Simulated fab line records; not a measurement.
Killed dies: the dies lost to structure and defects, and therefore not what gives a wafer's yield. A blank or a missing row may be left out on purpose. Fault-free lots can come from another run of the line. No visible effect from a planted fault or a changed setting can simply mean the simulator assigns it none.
fab line records ; flow sky130
record: lots: 7; wafers: 21; last-day: 48
route steps=708 shown VT_ADJUST_NCORE@128 VT_ADJUST_HVTR@131 VT_ADJUST_PCH@143 PAD_OPEN@708
lots that met no fault: taken from a fault-free run of the same line
start-h: the number of hours between the record's first day and the start of the first shown wafer of the lot ; wait-h: hours from the lot's prior step to this one ; " as in the row above ; L1.1+2: a single row standing in for several wafers ; - no value, or no start given ; * or withheld: withheld ; < > ~ a bound
route shown NAME@n: names a module that has steps shown in the file, with the first one's number in the route ; usual: mean/standard deviation of fault-free wafers ; same: alike in all rows ; chamber/n: place in a boat ; sites: readings site by site ; _std_site: the values' standard deviation ; _edge_site: outer sites' mean less inner sites' ; radius-mm: for every site, how far away it sits from the centre of the wafer ; mask NAME#n: copy n ; behind: the last tool/chamber to shape the wafer ; hold: reason for holding the lot/hours on hold/outcome of the hold ; device: the n, p or np transistor that did not switch ; end of line: tests of these same wafers at the route's end ; where a step has no rows: the recipe by itself ; killed: the dies lost at the first sort to structure and to defects; this is not the yield of the wafer ; map: shows each die of a wafer: x if killed, . if not, _ if none is there
set.NAME: the run value of the setting; set.NAME@STEP: its run value at that earlier step ; model.NAME: the simulator's own value behind a step, which no gauge read
lots seen at some steps along the route; tables by step, rows by wafer
services: a tool's chamber out of use, with start hour (start-h, from the record's first day; less than 0 if before it), hours out, and reason
== steps ==
step: SKY_VT_ADJUST_NCORE_IMPLANT_09
recipe: species: B; energy-kev: 10; dose-cm2: 2.4e+12; tilt-deg: withheld
step: SKY_VT_ADJUST_NCORE_STRIP_10
recipe: chemistry: O2/N2; power-w: 1400; pressure-mtorr: 1500; platen-temp-c: withheld; o2-flow-sccm: 3000; n2-flow-sccm: 300; overash-fraction: 0.5
usual: drypump-motor-current-A: 5.94/0.27; oes-product-au: 0.717/0.0044; strip-time-to-endpoint-s: 14.18/0.038
same: overash-fraction: 0.5
lot.wafer;tool;chamber;start-h;wait-h;drypump-motor-current-A;oes-product-au;rf-hours-counter-h;strip-time-to-endpoint-s
L266.1;plasma-asher-02;1;195.20;0.1;6.42;0.721;52;14.23
L266.4;plasma-asher-02;1;195.20;0.1;6.39;0.720;-;14.27
L266.6;plasma-asher-02;1;195.20;0.1;6.40;0.718;-;14.19
L267.1;plasma-asher-04;1;199.05;0.1;5.82;0.722;7;14.28
L267.3;plasma-asher-04;0;199.05;0.1;5.75;0.708;-;14.27
L267.5;plasma-asher-04;0;199.05;0.1;5.75;0.717;-;14.26
L269.4;plasma-asher-01;1;209.89;0.1;5.92;0.714;-;14.22
L269.5;plasma-asher-01;1;209.89;0.1;5.91;0.709;-;14.16
L269.6;plasma-asher-01;0;209.89;0.1;6.12;0.706;-;14.14
L273.1;plasma-asher-02;0;234.86;0.1;5.62;0.715;56;14.20
L273.4;plasma-asher-02;1;234.86;0.1;6.40;0.715;-;14.11
L273.6;plasma-asher-02;0;234.86;0.1;5.61;0.712;-;14.16
L276.2;plasma-asher-02;0;256.05;0.1;5.62;0.725;58;14.11
L276.3;plasma-asher-02;0;256.05;0.1;5.66;0.718;-;14.12
L276.6;plasma-asher-02;1;256.05;0.1;6.39;0.717;-;14.08
L277.2;plasma-asher-01;1;265.75;0.1;5.89;0.715;61;14.22
L277.5;plasma-asher-01;0;265.75;0.1;6.12;0.717;-;14.20
L277.6;plasma-asher-01;1;265.75;0.1;5.90;0.715;-;14.22
L278.4;plasma-asher-04;0;274.69;0.1;5.74;0.716;-;14.18
L278.5;plasma-asher-04;0;274.69;0.1;5.74;0.707;-;14.15
L278.6;plasma-asher-04;1;274.69;0.1;5.76;0.717;-;14.16
step: SKY_VT_ADJUST_NCORE_TW_MEAS_11
usual: VT_ADJUST_NCORE_TW: 220.3/1.6
lot.wafer;tool;chamber;start-h;wait-h;VT_ADJUST_NCORE_TW
L266.1;film-metro-01;-;195.30;0.1;219.0
L266.4;film-metro-01;-;195.30;0.1;218.9
L266.6;film-metro-01;-;195.30;0.1;219.4
L267.1;film-metro-03;-;199.15;0.1;223.1
L267.3;film-metro-03;-;199.15;0.1;222.0
L267.5;film-metro-03;-;199.15;0.1;222.3
L269.4;film-metro-01;-;209.98;0.1;219.1
L269.5;film-metro-01;-;209.98;0.1;219.7
L269.6;film-metro-01;-;209.98;0.1;219.3
L273.1;film-metro-01;-;234.95;0.1;218.9
L273.4;film-metro-01;-;234.95;0.1;219.1
L273.6;film-metro-01;-;234.95;0.1;218.5
L276.2;film-metro-03;-;256.16;0.1;223.3
L276.3;film-metro-03;-;256.16;0.1;223.0
L276.6;film-metro-03;-;256.16;0.1;222.6
L277.2;film-metro-04;-;265.86;0.1;221.1
L277.5;film-metro-04;-;265.86;0.1;221.4
L277.6;film-metro-04;-;265.86;0.1;220.3
L278.4;film-metro-04;-;274.78;0.1;221.5
L278.5;film-metro-04;-;274.78;0.1;220.6
L278.6;film-metro-04;-;274.78;0.1;221.4
step: SKY_VT_ADJUST_HVTR_DEHYDRATE_00
recipe: temp-c: 200; time-s: 60
step: SKY_VT_ADJUST_HVTR_HMDS_01
recipe: prime-time-s: 60; prime-temp-c: 120
step: SKY_VT_ADJUST_HVTR_COAT_02
recipe: resist: NOVOLAK; spin-rpm: 3000; resist-thk-nm: 1140
step: SKY_VT_ADJUST_HVTR_SOFTBAKE_03
recipe: temp-c: 90; time-s: 60; resist: NOVOLAK
step: SKY_VT_ADJUST_HVTR_EXPOSE_04
recipe: mask-id: HVTRM; target-cd-nm: 380; na: 0.6; source-shape: conventional; sigma-outer: 0.6; dose-mj: 150
step: SKY_VT_ADJUST_HVTR_PEB_05
recipe: temp-c: withheld; time-s: *; resist: NOVOLAK
step: SKY_VT_ADJUST_HVTR_DEVELOP_06
recipe: develop-time-s: 60; dev-temp-c: 23
step: SKY_VT_ADJUST_HVTR_CD_MEAS_07
recipe: target-cd-nm: 380
usual: cd-nm: 379.5/2.2
lot.wafer;tool;chamber;start-h;wait-h;cd-nm
L266.1;cd-sem-01;-;216.45;0.1;383.5
L266.4;cd-sem-01;-;216.45;0.1;381.5
L266.6;cd-sem-01;-;216.45;0.1;380.7
L267.1;cd-sem-01;-;220.65;0.1;382.2
L267.3;cd-sem-01;-;220.65;0.1;380.3
L267.5;cd-sem-01;-;220.65;0.1;381.3
L269.4;cd-sem-01;-;231.11;0.1;377.3
L269.5;cd-sem-01;-;231.11;0.1;377.6
L269.6;cd-sem-01;-;231.11;0.1;377.6
L273.1;cd-sem-01;-;257.65;0.1;380.1
L273.4;cd-sem-01;-;257.65;0.1;380.2
L273.6;cd-sem-01;-;257.65;0.1;380.7
L276.2;cd-sem-01;-;279.27;0.1;380.2
L276.3;cd-sem-01;-;279.27;0.1;379.5
L276.6;cd-sem-01;-;279.27;0.1;381.0
L277.2;cd-sem-02;-;289.82;0.1;380.8
L277.5;cd-sem-02;-;289.82;0.1;379.1
L277.6;cd-sem-02;-;289.82;0.1;377.2
L278.4;cd-sem-02;-;298.74;0.1;378.9
L278.5;cd-sem-02;-;298.74;0.1;381.2
L278.6;cd-sem-02;-;298.74;0.1;383.0
step: SKY_VT_ADJUST_HVTR_OVL_MEAS_08
usual: VT_ADJUST_HVTR_OVL: 0.4/1.4
lot.wafer;tool;chamber;start-h;wait-h;VT_ADJUST_HVTR_OVL[nm]
L266.1;overlay-02;-;216.57;0.1;-0.4
L266.4;overlay-02;-;216.57;0.1;0.0
L266.6;overlay-02;-;216.57;0.1;-0.5
L267.1;overlay-01;-;220.77;0.1;-0.2
L267.3;overlay-01;-;220.77;0.1;-0.5
L267.5;overlay-01;-;220.77;0.1;0.2
L269.4;overlay-01;-;231.19;0.1;0.5
L269.5;overlay-01;-;231.19;0.1;1.3
L269.6;overlay-01;-;231.19;0.1;1.8
L273.1;overlay-01;-;257.77;0.1;1.2
L273.4;overlay-01;-;257.77;0.1;-1.3
L273.6;overlay-01;-;257.77;0.1;0.1
L276.2;overlay-02;-;279.37;0.1;2.2
L276.3;overlay-02;-;279.37;0.1;1.0
L276.6;overlay-02;-;279.37;0.1;1.7
L277.2;overlay-01;-;289.92;0.1;-0.1
L277.5;overlay-01;-;289.92;0.1;0.3
L277.6;overlay-01;-;289.92;0.1;-0.8
L278.4;overlay-02;-;298.82;0.1;1.3
L278.5;overlay-02;-;298.82;0.1;2.3
L278.6;overlay-02;-;298.82;0.1;3.2
step: SKY_VT_ADJUST_HVTR_IMPLANT_09
recipe: species: B; energy-kev: 10; dose-cm2: 2.1e+12; tilt-deg: withheld
usual: implant-ion-amu: 11/0
lot.wafer;tool;chamber;start-h;wait-h;implant-ion-amu;model.implant.rp-nm;model.implant.drp-nm
L266.1;implanter-04;0;216.61;0.0;11;32.85;17.11
L266.4;implanter-04;0;216.61;0.0;11;32.85;17.11
L266.6;implanter-04;0;216.61;0.0;11;32.85;17.11
L267.1;implanter-04;0;220.80;0.0;11;32.29;17.11
L267.3;implanter-04;0;220.80;0.0;11;32.29;17.11
L267.5;implanter-04;0;220.80;0.0;11;32.29;17.11
L269.4;implanter-03;0;231.30;0.1;11;33.59;17.11
L269.5;implanter-03;0;231.30;0.1;11;33.59;17.11
L269.6;implanter-03;0;231.30;0.1;11;33.59;17.11
L273.1;implanter-02;0;257.80;0.0;11;32.8;17.11
L273.4;implanter-02;0;257.80;0.0;11;32.8;17.11
L273.6;implanter-02;0;257.80;0.0;11;32.8;17.11
L276.2;implanter-02;0;279.43;0.0;49;10.57;6.005
L276.3;implanter-02;0;279.43;0.0;49;10.57;6.005
L276.6;implanter-02;0;279.43;0.0;49;10.57;6.005
L277.2;implanter-02;0;289.98;0.0;49;9.849;6.005
L277.5;implanter-02;0;289.98;0.0;49;9.849;6.005
L277.6;implanter-02;0;289.98;0.0;49;9.849;6.005
L278.4;implanter-02;0;298.91;0.1;49;10.32;6.005
L278.5;implanter-02;0;298.91;0.1;49;10.32;6.005
L278.6;implanter-02;0;298.91;0.1;49;10.32;6.005
step: SKY_VT_ADJUST_HVTR_STRIP_10
recipe: chemistry: O2/N2; power-w: 1400; pressure-mtorr: 1500; platen-temp-c: withheld; o2-flow-sccm: 3000; n2-flow-sccm: 300; overash-fraction: 0.5
usual: drypump-motor-current-A: 5.7/0.33; oes-product-au: 0.716/0.0041; strip-time-to-endpoint-s: 14.18/0.04
same: overash-fraction: 0.5
lot.wafer;tool;chamber;start-h;wait-h;drypump-motor-current-A;oes-product-au;rf-hours-counter-h;strip-time-to-endpoint-s
L266.1;plasma-asher-01;0;216.76;0.1;6.1;0.718;56;14.15
L266.4;plasma-asher-01;0;216.76;0.1;6.1;0.720;-;14.22
L266.6;plasma-asher-01;1;216.76;0.1;5.9;0.718;-;14.15
L267.1;plasma-asher-01;0;220.95;0.1;6.1;0.718;56;14.19
L267.3;plasma-asher-01;0;220.95;0.1;6.1;0.712;-;14.21
L267.5;plasma-asher-01;1;220.95;0.1;5.9;0.721;-;14.13
L269.4;plasma-asher-03;0;231.41;0.1;5.3;0.716;-;14.17
L269.5;plasma-asher-03;0;231.41;0.1;5.3;0.717;-;14.16
L269.6;plasma-asher-03;1;231.41;0.1;5.2;0.718;-;14.17
L273.1;plasma-asher-01;1;257.95;0.1;5.9;0.721;60;14.19
L273.4;plasma-asher-01;1;257.95;0.1;5.9;0.719;-;14.15
L273.6;plasma-asher-01;1;257.95;0.1;5.9;0.716;-;14.16
L276.2;plasma-asher-01;0;279.55;0.1;6.1;0.717;62;14.26
L276.3;plasma-asher-01;0;279.55;0.1;6.1;0.714;-;14.26
L276.6;plasma-asher-01;1;279.55;0.1;5.9;0.711;-;14.25
L277.2;plasma-asher-01;0;290.10;0.1;6.1;0.719;63;14.17
L277.5;plasma-asher-01;1;290.10;0.1;5.9;0.709;-;14.15
L277.6;plasma-asher-01;0;290.10;0.1;6.1;0.726;-;14.14
L278.4;plasma-asher-01;0;299.02;0.1;6.1;0.712;-;14.13
L278.5;plasma-asher-01;1;299.02;0.1;5.9;0.722;-;14.16
L278.6;plasma-asher-01;0;299.02;0.1;6.1;0.712;-;14.13
step: SKY_VT_ADJUST_HVTR_TW_MEAS_11
usual: VT_ADJUST_HVTR_TW: 213.1/1.9
lot.wafer;tool;chamber;start-h;wait-h;VT_ADJUST_HVTR_TW
L266.1;film-metro-03;-;216.86;0.1;215.9
L266.4;film-metro-03;-;216.86;0.1;215.2
L266.6;film-metro-03;-;216.86;0.1;214.6
L267.1;film-metro-03;-;221.05;0.1;215.1
L267.3;film-metro-03;-;221.05;0.1;214.0
L267.5;film-metro-03;-;221.05;0.1;214.5
L269.4;film-metro-03;-;231.51;0.1;215.8
L269.5;film-metro-03;-;231.51;0.1;216.1
L269.6;film-metro-03;-;231.51;0.1;215.7
L273.1;film-metro-01;-;258.05;0.1;211.9
L273.4;film-metro-01;-;258.05;0.1;212.3
L273.6;film-metro-01;-;258.05;0.1;211.8
L276.2;film-metro-03;-;279.66;0.1;311.3
L276.3;film-metro-03;-;279.66;0.1;313.0
L276.6;film-metro-03;-;279.66;0.1;311.6
L277.2;film-metro-02;-;290.21;0.1;306.1
L277.5;film-metro-02;-;290.21;0.1;305.5
L277.6;film-metro-02;-;290.21;0.1;307.1
L278.4;film-metro-03;-;299.12;0.1;313.0
L278.5;film-metro-03;-;299.12;0.1;311.7
L278.6;film-metro-03;-;299.12;0.1;313.1
step: SKY_VT_ADJUST_PCH_DEHYDRATE_00
recipe: temp-c: 200; time-s: 60
step: SKY_PAD_OPEN_PROBE_99
usual: killed_at_M0_to_M3: 43/8; killed_at_M4_up: 2.9/1.6; killed-at-contacts: 26/5.2; killed-at-front-end: 15/4.3; killed-at-other: 0.3/0.56; killed-dies: 87/10; killed-open: 48/6.9; killed-short: 40/6.5
same: gross-dies: 492; killed-at-back-side: 0
lot.wafer;tool;chamber;start-h;wait-h;killed_at_M0_to_M3;killed_at_M4_up;killed-at-contacts;killed-at-front-end;killed-at-other;killed-dies;killed-open;killed-short;model.etest.pfet_01v8_mvt.drive-ua-um;model.etest.pfet_01v8_mvt.off-log10-a-um;model.etest.pfet_01v8_mvt.vt-sat-v;model.etest.pfet_01v8_mvt.vt-v;model.etest.pfet_01v8_mvt.vt-long-v
L266.1;prober-01;-;1084.02;0.1;38;1;22;13;1;75;39;36;147.2;-10.94;-0.5821;-0.6627;-0.8663
L266.4;prober-01;-;1084.17;0.2;39;1;33;19;0;92;49;43;148.1;-10.71;-0.5719;-0.655;-0.8631
L266.6;prober-01;-;1084.27;0.2;43;3;25;17;0;88;50;38;150.9;-10.86;-0.5755;-0.6581;-0.8625
L267.1;prober-02;-;1087.50;0.1;51;1;29;12;1;94;63;31;150.8;-10.61;-0.56;-0.646;-0.8515
L267.3;prober-02;-;1087.60;0.2;35;1;21;17;0;74;32;42;152.6;-10.47;-0.5618;-0.6467;-0.8507
L267.5;prober-02;-;1087.70;0.2;58;3;34;14;0;109;68;41;149.5;-10.74;-0.566;-0.6476;-0.854
L269.4;prober-02;-;1099.79;0.2;45;0;19;11;1;76;43;33;146.6;-11.6;-0.619;-0.7001;-0.9043
L269.5;prober-02;-;1099.84;0.2;41;3;27;12;0;83;40;43;144.6;-11.41;-0.6189;-0.702;-0.9083
L269.6;prober-02;-;1099.89;0.2;42;3;31;14;0;90;54;36;144.3;-11.37;-0.622;-0.701;-0.9045
L273.1;prober-01;-;1127.79;0.1;54;3;24;15;0;96;50;46;150.6;-10.74;-0.5738;-0.6583;-0.8631
L273.4;prober-01;-;1127.94;0.2;47;3;22;17;1;90;51;39;149.4;-10.71;-0.5709;-0.656;-0.8602
L273.6;prober-01;-;1128.04;0.2;49;6;34;13;0;102;59;43;149.3;-10.68;-0.5722;-0.6588;-0.8597
L276.2;prober-02;-;1140.12;0.1;45;4;39;11;0;99;52;47;130.4;-12.32;-0.695;-0.7611;-0.9539
L276.3;prober-02;-;1140.17;0.2;39;2;27;21;0;89;49;40;129.5;-12.26;-0.7048;-0.7658;-0.9644
L276.6;prober-02;-;1140.32;0.2;40;7;24;17;0;88;39;49;129.3;-12.32;-0.7017;-0.7648;-0.9647
L277.2;prober-01;-;1144.36;0.1;49;1;20;19;1;90;48;42;135.7;-12.21;-0.6876;-0.7549;-0.9533
L277.5;prober-01;-;1144.51;0.2;47;2;27;17;0;93;51;42;134.1;-12.34;-0.6861;-0.7549;-0.9515
L277.6;prober-01;-;1144.56;0.2;55;4;23;16;0;98;51;47;135.2;-11.98;-0.6779;-0.7498;-0.9488
L278.4;prober-02;-;1154.74;0.2;54;1;25;22;0;102;54;48;134.7;-11.96;-0.6834;-0.7486;-0.9432
L278.5;prober-02;-;1154.79;0.2;31;3;20;11;1;66;35;31;135.4;-12.08;-0.6855;-0.7501;-0.9482
L278.6;prober-02;-;1154.84;0.2;42;2;20;12;1;77;41;36;136.3;-12.11;-0.6848;-0.7494;-0.9457
killed by level:class
L266.1 METAL1:geometric-particle:short=8 CONTACT:geometric-particle:open=8 VIA1:geometric-particle:open=8 LI_CONTACT:geometric-particle:open=7 METAL2:geometric-particle:short=6 VIA2:geometric-particle:open=5 VIA3:geometric-particle:open=5 POLY_GATE:geometric-particle:short=4
L266.4 CONTACT:geometric-particle:open=11 VIA1:geometric-particle:open=9 VIA3:geometric-particle:open=8 LI_CONTACT:geometric-particle:open=7 CONTACT:geometric-particle:short=6 METAL1:geometric-particle:short=6 FIELD_ISO:geometric-particle:short=5 FIELD_ISO:geometric-particle:open=5
L266.6 CONTACT:geometric-particle:open=9 VIA3:geometric-particle:open=9 LI_CONTACT:geometric-particle:open=7 VIA1:geometric-particle:open=7 METAL2:geometric-particle:short=7 FIELD_ISO:geometric-particle:short=5 METAL1:geometric-particle:short=5 CONTACT:geometric-particle:short=5
L267.1 CONTACT:geometric-particle:open=15 VIA1:geometric-particle:open=10 VIA2:geometric-particle:open=9 VIA3:geometric-particle:open=8 METAL2:geometric-particle:short=7 FIELD_ISO:geometric-particle:open=6 LI_CONTACT:geometric-particle:open=6 CONTACT:geometric-particle:short=4
L267.3 CONTACT:geometric-particle:open=9 VIA1:geometric-particle:open=9 VIA1:geometric-particle:short=6 SPACER:geometric-particle:short=5 FIELD_ISO:geometric-particle:short=5 POLY_GATE:geometric-particle:short=4 LI_CONTACT:geometric-particle:open=4 CONTACT:geometric-particle:short=4
L267.5 VIA3:geometric-particle:open=14 CONTACT:geometric-particle:open=13 VIA1:geometric-particle:open=11 METAL2:geometric-particle:short=10 LI_CONTACT:geometric-particle:open=8 VIA2:geometric-particle:open=6 FIELD_ISO:geometric-particle:open=5 LOCAL_INTERCONNECT:geometric-particle:short=5
L269.4 VIA1:geometric-particle:open=15 LI_CONTACT:geometric-particle:open=9 METAL2:geometric-particle:short=8 POLY_GATE:geometric-particle:short=6 METAL1:geometric-particle:short=5 VIA3:geometric-particle:open=5 CONTACT:geometric-particle:short=4 CONTACT:geometric-particle:open=4
L269.5 CONTACT:geometric-particle:open=12 VIA3:geometric-particle:open=8 VIA1:geometric-particle:open=8 METAL1:geometric-particle:short=7 LOCAL_INTERCONNECT:geometric-particle:short=6 VIA2:geometric-particle:open=6 POLY_GATE:geometric-particle:short=5 CONTACT:geometric-particle:short=4
L269.6 CONTACT:geometric-particle:open=13 VIA3:geometric-particle:open=9 LI_CONTACT:geometric-particle:open=8 VIA1:geometric-particle:open=7 POLY_GATE:geometric-particle:open=6 CONTACT:geometric-particle:short=6 METAL2:geometric-particle:short=6 METAL3:geometric-particle:short=4
L273.1 VIA1:geometric-particle:open=12 LI_CONTACT:geometric-particle:open=8 METAL1:geometric-particle:short=8 CONTACT:geometric-particle:open=8 VIA1:geometric-particle:short=8 VIA2:geometric-particle:open=8 VIA3:geometric-particle:open=6 METAL3:geometric-particle:short=5
L273.4 CONTACT:geometric-particle:open=10 VIA1:geometric-particle:open=9 METAL1:geometric-particle:short=8 LI_CONTACT:geometric-particle:open=8 VIA2:geometric-particle:open=6 POLY_GATE:geometric-particle:open=5 POLY_GATE:geometric-particle:short=5 METAL2:geometric-particle:short=5
L273.6 VIA1:geometric-particle:open=15 CONTACT:geometric-particle:open=14 METAL1:geometric-particle:short=10 LI_CONTACT:geometric-particle:open=8 CONTACT:geometric-particle:short=7 METAL4:geometric-particle:short=6 POLY_GATE:geometric-particle:open=5 VIA2:geometric-particle:open=5
L276.2 CONTACT:geometric-particle:open=13 LI_CONTACT:geometric-particle:open=8 METAL1:geometric-particle:short=8 METAL2:geometric-particle:short=8 VIA1:geometric-particle:open=7 LI_CONTACT:geometric-particle:short=6 CONTACT:geometric-particle:short=6 VIA3:geometric-particle:open=5
L276.3 LI_CONTACT:geometric-particle:open=9 VIA3:geometric-particle:open=7 VIA1:geometric-particle:short=7 VIA1:geometric-particle:open=7 VIA2:geometric-particle:open=6 CONTACT:geometric-particle:open=6 CONTACT:geometric-particle:short=5 FIELD_ISO:geometric-particle:open=4
L276.6 FIELD_ISO:geometric-particle:short=8 CONTACT:geometric-particle:open=8 VIA1:geometric-particle:open=8 METAL2:geometric-particle:short=7 LOCAL_INTERCONNECT:geometric-particle:short=5 VIA2:geometric-particle:open=5 VIA3:geometric-particle:short=5 LI_CONTACT:geometric-particle:short=4
L277.2 VIA1:geometric-particle:open=15 POLY_GATE:geometric-particle:short=9 VIA2:geometric-particle:open=8 FIELD_ISO:geometric-particle:short=6 VIA1:geometric-particle:short=6 CONTACT:geometric-particle:short=5 LI_CONTACT:geometric-particle:open=5 VIA3:geometric-particle:open=5
L277.5 CONTACT:geometric-particle:open=10 VIA1:geometric-particle:open=8 VIA2:geometric-particle:open=8 VIA3:geometric-particle:open=7 FIELD_ISO:geometric-particle:short=6 LI_CONTACT:geometric-particle:open=6 VIA3:geometric-particle:short=6 POLY_GATE:geometric-particle:open=4
L277.6 CONTACT:geometric-particle:open=12 METAL1:geometric-particle:short=11 VIA1:geometric-particle:open=10 VIA1:geometric-particle:short=7 POLY_GATE:geometric-particle:open=6 VIA3:geometric-particle:open=6 CONTACT:geometric-particle:short=5 VIA2:geometric-particle:open=5
L278.4 VIA1:geometric-particle:open=20 LOCAL_INTERCONNECT:geometric-particle:short=12 VIA1:geometric-particle:short=9 FIELD_ISO:geometric-particle:open=8 CONTACT:geometric-particle:open=7 VIA2:geometric-particle:open=6 FIELD_ISO:geometric-particle:short=5 METAL1:geometric-particle:short=5
L278.5 CONTACT:geometric-particle:open=8 VIA3:geometric-particle:open=6 CONTACT:geometric-particle:short=5 VIA1:geometric-particle:open=5 VIA2:geometric-particle:open=4 METAL1:geometric-particle:short=4 FIELD_ISO:geometric-particle:short=3 LI_CONTACT:geometric-particle:open=3
L278.6 VIA1:geometric-particle:open=10 LI_CONTACT:geometric-particle:open=7 VIA2:geometric-particle:open=7 POLY_GATE:geometric-particle:short=5 CONTACT:geometric-particle:open=5 VIA1:geometric-particle:short=5 VIA3:geometric-particle:open=5 METAL3:geometric-particle:short=5
== services ==
tool;chamber;start-h;hours;kind
implanter-02;-;211.35;4.5;repair
implanter-02;-;215.81;3.2;pm
implanter-02;-;220.33;13.1;pm
implanter-04;-;222.99;20.4;pm
implanter-03;-;233.70;1.7;repair
implanter-04;-;248.29;2.4;repair
implanter-02;-;280.70;3.3;repair
== key ==
first-sign: step: SKY_VT_ADJUST_HVTR_IMPLANT_09; reading: implant-ion-amu; direction: up; sigmas: 99+; usual: 11; struck: 49
effect: step: SKY_VT_ADJUST_HVTR_TW_MEAS_11; reading: VT_ADJUST_HVTR_TW; direction: up; sigmas: 52; usual: 213.1; struck: 310.3
model-effect: step: SKY_VT_ADJUST_HVTR_IMPLANT_09; value: implant.rp-nm; without: 33.34; struck: 10.24
model-effect: step: SKY_PAD_OPEN_PROBE_99; value: etest.pfet_01v8_mvt.drive-ua-um; without: 152.1; struck: 133.4
met-at SKY_VT_ADJUST_HVTR_IMPLANT_09
struck-wafers L276.2,L276.3,L276.6,L277.2,L277.5,L277.6,L278.4,L278.5,L278.6
tester-left-out L276,L277,L278
onset-between 257.80 279.43
fault: kind: wrong-recipe-download; tool: implanter-02,implanter-03,implanter-04; chamber: -; onset-h: 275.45; steps: SKY_VT_ADJUST_HVTR_IMPLANT_09; wrong-recipe.not-listed: 1
tester-left-out: of these lots the tester's yield and bins aren't shown, on N5 and GAA mostly nor the transistor test; their killed dies are dies lost to structure and defects alone, not to doping, threshold or leakage, so they don't give the yield
